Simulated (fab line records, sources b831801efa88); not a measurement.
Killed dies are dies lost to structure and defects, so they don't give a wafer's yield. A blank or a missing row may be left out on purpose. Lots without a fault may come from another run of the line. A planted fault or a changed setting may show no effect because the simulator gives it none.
Which tool did it? | flow sky130 | 12 lots, 36 wafers sampled, at 3 steps of a route of 708

WHAT THE GAUGES READ, wafer by wafer
SKY_FIELD_ISO_THK_MEAS_02.
lot  | measured    | on            | FIELD_ISO_OXIDATION_00_THK (nm)
L810 | day 1 12:00 | film_metro-04 | 11.23 11.39 11.35
L811 | day 1 17:04 | film_metro-04 | 11.65 11.87 11.79
L812 | day 1 23:32 | film_metro-01 | 11.62 11.54 11.40
L818 | day 3 04:07 | film_metro-03 | 11.84 11.97 11.99
L820 | day 3 19:58 | film_metro-03 | 11.83 11.79 11.97
L822 | day 4 01:28 | film_metro-03 | 11.93 11.86 11.92
L823 | day 4 05:45 | film_metro-03 | 11.81 12.02 11.79
L824 | day 4 12:04 | film_metro-04 | 12.29 12.04 11.88
L825 | day 4 19:22 | film_metro-01 | 11.98 12.02 11.99
L828 | day 5 14:16 | film_metro-01 | 12.15 12.07 11.96
L830 | day 5 19:07 | film_metro-04 | 11.54 11.68 11.57
L832 | day 6 01:38 | film_metro-01 | 12.12 12.22 12.09

SKY_NWELL_THK_MEAS_02.
lot  | measured    | on            | NWELL_OXIDATION_THK (nm)
L810 | day 2 13:11 | film_metro-04 | 10.17 9.98 9.94
L811 | day 2 16:46 | film_metro-04 | 9.81 9.77 9.77
L812 | day 3 00:01 | film_metro-03 | 9.69 9.79 9.65
L818 | day 4 16:19 | film_metro-04 | 9.87 9.83 9.95
L820 | day 5 07:27 | film_metro-02 | 9.72 9.82 9.71
L822 | day 5 18:17 | film_metro-04 | 10.48 10.41 10.22
L823 | day 5 18:17 | film_metro-02 | 10.02 9.99 9.94
L824 | day 6 00:02 | film_metro-02 | 10.36 10.34 10.36
L825 | day 6 01:31 | film_metro-03 | 9.76 9.70 9.66
L828 | day 6 18:51 | film_metro-03 | 10.18 10.23 10.09
L830 | day 7 00:13 | film_metro-02 | 9.73 9.66 9.66
L832 | day 7 06:54 | film_metro-04 | 10.14 10.27 10.14

WHICH TOOL RAN EACH LOT (tool, then ch and the chambers of the sampled wafers, then the start)
lot  | SKY_FIELD_ISO_CMP_27
L810 | cmp-01 ch 0,1,2, day 2 10:16
L811 | cmp-02 ch 1,2,3, day 2 14:31
L812 | cmp-01 ch 0,1,2, day 2 21:09
L818 | cmp-02 ch 1,2,3, day 4 08:43
L820 | cmp-01 ch 0,1,2, day 5 02:20
L822 | cmp-01 ch 0,2,3, day 5 11:55
L823 | cmp-02 ch 0,1,2, day 5 11:55
L824 | cmp-02 ch 1,2, day 5 21:10
L825 | cmp-02 ch 0,1,2, day 5 22:43
L828 | cmp-02 ch 0,2,3, day 6 14:53
L830 | cmp-02 ch 0,1,2, day 6 21:47
L832 | cmp-02 ch 1,2,3, day 7 03:05
- SKY_FIELD_ISO_CMP_27: polishes, stops on Si3N4, t overpolish 16 s, target thk 457.8 nm.

WHAT THE TOOLS THEMSELVES READ (means of the sampled wafers that have a number; where no wafer has one, the mark that the record gives instead)
SKY_FIELD_ISO_CMP_27.
lot  | tool   | motor_current_A (A) | overpolish_run_s (s) | platen_rpm (rpm) | time_to_endpoint_s (s)
L810 | cmp-01 | 12.4                | 15.996               | 60.04            | 111
L811 | cmp-02 | 11.0                | 16.003               | 59.99            | 116
L812 | cmp-01 | 12.4                | 15.997               | 60.01            | 115
L818 | cmp-02 | 11.1                | 15.998               | 59.97            | 107
L820 | cmp-01 | 12.4                | 15.997               | 60.00            | 62
L822 | cmp-01 | 12.2                | 16.005               | 60.04            | 61
L823 | cmp-02 | 11.0                | 15.997               | 59.99            | 107
L824 | cmp-02 | 11.4                | 16.002               | 59.94            | 106
L825 | cmp-02 | 10.9                | 15.997               | 60.01            | 110
L828 | cmp-02 | 10.6                | 16.001               | 60.07            | 111
L830 | cmp-02 | 10.6                | 16.002               | 60.03            | 109
L832 | cmp-02 | 10.9                | 15.992               | 59.95            | 109

THE ANSWER, worked out from the rows above alone
Rule: what is usual is taken from the lots themselves. Put in order of their means at a reading, lots are off if they are a third of the lots or fewer, leave a main group of 4 or more, and stand apart from it by a gap of 3 or more times the standard deviation of the main group's means; of several such gaps the widest counts. A main group whose means are all the same, to the digits that the tables above print for the reading, isn't used. A lot without any number at a reading at which 4 lots or more have one is off too. The other lots that the step has rows for count as sound. The gauges are gone through in route order, then the tools' own readings, and for those a lot's mean is taken as printed above. The first step at which some lot is off is used, and at that step the reading that is off furthest; a lot without a number counts as furthest.
Off: L820, L822, at SKY_FIELD_ISO_CMP_27 (time_to_endpoint_s). The main group: mean 110 s, standard deviation 3.1.
A tool fits if, at that step or a process step before it, it ran every lot that is off, and no sound lot after the first of them. One fits: cmp-01 at SKY_FIELD_ISO_CMP_27. Its last sound lot is L812 (day 2 21:09), its first lot that is off L820 (day 5 02:20): a fault that began between those two fits.
The tool's own readings at SKY_FIELD_ISO_CMP_27 bear it out: on the lots that are off they differ by more than 5 times the standard deviation of the sound lots' means. time_to_endpoint_s reads 62 s there against 110 s on the sound lots.

WHAT THE SIMULATOR HAD PUT IN
Process parameter drift: cmp-01, from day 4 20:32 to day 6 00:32, at SKY_FIELD_ISO_CMP_27. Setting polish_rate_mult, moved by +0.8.
Lots struck among those shown: L820, L822. The rule above found the same.
